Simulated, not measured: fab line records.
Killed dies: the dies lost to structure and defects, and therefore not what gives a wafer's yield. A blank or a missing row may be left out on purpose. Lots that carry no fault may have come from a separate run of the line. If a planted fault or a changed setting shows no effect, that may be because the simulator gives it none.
Which tool is to blame? + flow gf180mcu + 16 wafers from 6 lots sampled at 2 of the route's 602 steps

== WHAT EACH GAUGE READ, for each wafer ==
GF_CONTACT_RS_MEAS_25: the measuring method here is four-point-probe.
| lot  | measured     | on           | CONTACT_W_RS (ohm/sq) |
|------|--------------|--------------|-----------------------|
| L975 | day 16 20:11 | filmMetro-04 | 0.383 0.383 0.386     |
| L977 | day 17 14:41 | filmMetro-03 | 0.387 0.388 0.380     |
| L980 | day 18 23:02 | filmMetro-03 | 0.379 0.382 0.375     |
| L983 | day 20 01:07 | filmMetro-03 | 0.385 0.384 0.387     |
| L990 | day 22 08:56 | filmMetro-04 | 0.362 0.359           |
| L992 | day 22 23:44 | filmMetro-03 | 0.356 0.356           |

== WHICH TOOL RAN EACH LOT (tool, then ch and the chambers of the sampled wafers, then the start) ==
| lot  | GF_CONTACT_CVD_24            |
|------|------------------------------|
| L975 | cvdW-01 ch 0,1, day 16 20:04 |
| L977 | cvdW-02 ch 0, day 17 14:35   |
| L980 | cvdW-02 ch 0,1, day 18 22:55 |
| L983 | cvdW-01 ch 0,1, day 20 01:01 |
| L990 | cvdW-02 ch 0,1, day 22 08:50 |
| L992 | cvdW-02 ch 1, day 22 23:38   |
- GF_CONTACT_CVD_24: deposits W, target thk 300 nm, time 90.339 s.

== THE ANSWER, worked out from the rows above alone ==
Rule: what is usual is taken from the lots themselves. The widest of any qualifying gaps counts: lots, ordered by their means at a reading, are off when they make up no more than a third of the lots, leave a main group of 4 or more, and stand apart from it by 3 or more times the standard deviation of that group's means. Not used: any main group whose means are identical at the precision the tables above print for the reading. Also off: a lot with no number at a reading for which 4 or more lots have one. Where the step has rows for the other lots, those lots are counted as sound.
Off: at GF_CONTACT_RS_MEAS_25 (CONTACT_W_RS), L990, L992. The main group has a mean of 0.383 ohm/sq with a standard deviation of 0.0027.
If a tool, at a process step before that reading, ran all the lots that are off and no sound lot after the first of them, it fits. Gauges at GF_CONTACT_RS_MEAS_25: tried the same way as those tools. One fits: GF_CONTACT_CVD_24 on cvdW-02. A fault onset in the window from L980 (day 18 22:55, its last sound lot) to L990 (day 22 08:50, its first lot off) fits.

== WHAT WAS PUT IN BY THE SIMULATOR ==
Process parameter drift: cvdW-02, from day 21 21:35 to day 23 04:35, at GF_CONTACT_CVD_24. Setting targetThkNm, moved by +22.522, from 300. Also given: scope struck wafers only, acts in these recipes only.
Lots struck among those shown: L990, L992. The rule above found the same.
